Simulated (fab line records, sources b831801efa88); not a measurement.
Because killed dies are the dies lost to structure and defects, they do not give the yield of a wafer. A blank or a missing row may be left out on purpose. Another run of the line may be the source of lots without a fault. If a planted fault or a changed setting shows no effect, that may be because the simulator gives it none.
Chamber matching ; flow gf180mcu ; GF_STI_CMP_25 on cmp-01: 3 sister chambers
The step polishes, stops on Si3N4, t overpolish 33 s, target thk 524.6 nm. 3 wafers are shown with their chamber, then 6 later ones without.

EACH WAFER AND ITS CHAMBER
wafer;chamber;motor-current-A (A)
L300.1;1;11.9
L301.4;0;12.3
L301.5;2;10.4

WAFERS WITH NO CHAMBER GIVEN
wafer;motor-current-A (A)
L305.1;10.9
L305.2;11.5
L305.4;12.8
L307.2;12.1
L307.4;12.1
L307.5;12.5

THE CHAMBER EACH PASSED THROUGH
wafer;from the rows above;in truth
L305.1;can't be placed: 2 or 1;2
L305.2;can't be placed: 1 or 0 or 2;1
L305.4;can't be placed: 0 or 1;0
L307.2;can't be placed: 1 or 0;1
L307.4;can't be placed: 1 or 0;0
L307.5;can't be placed: 0 or 1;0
Correctly placed: 0 of 6. From these rows, 6 cannot be placed; in 6 the true chamber is one of the candidates. Placed wrongly: 0.
How it was worked out, from the rows above alone: a wafer's distance from a chamber is the root of the sum, over the readings, of the square of ((its reading less the chamber's mean) divided by the reading's scatter). If the next closest chamber is less than 2 further off than the closest, the wafer can't be placed; otherwise it belongs to the closest. Each chamber's mean is taken over the wafers shown for it. The scatter: with one shown wafer a chamber, the root of the mean of the squares of how far each hidden wafer lies from its nearest shown one.
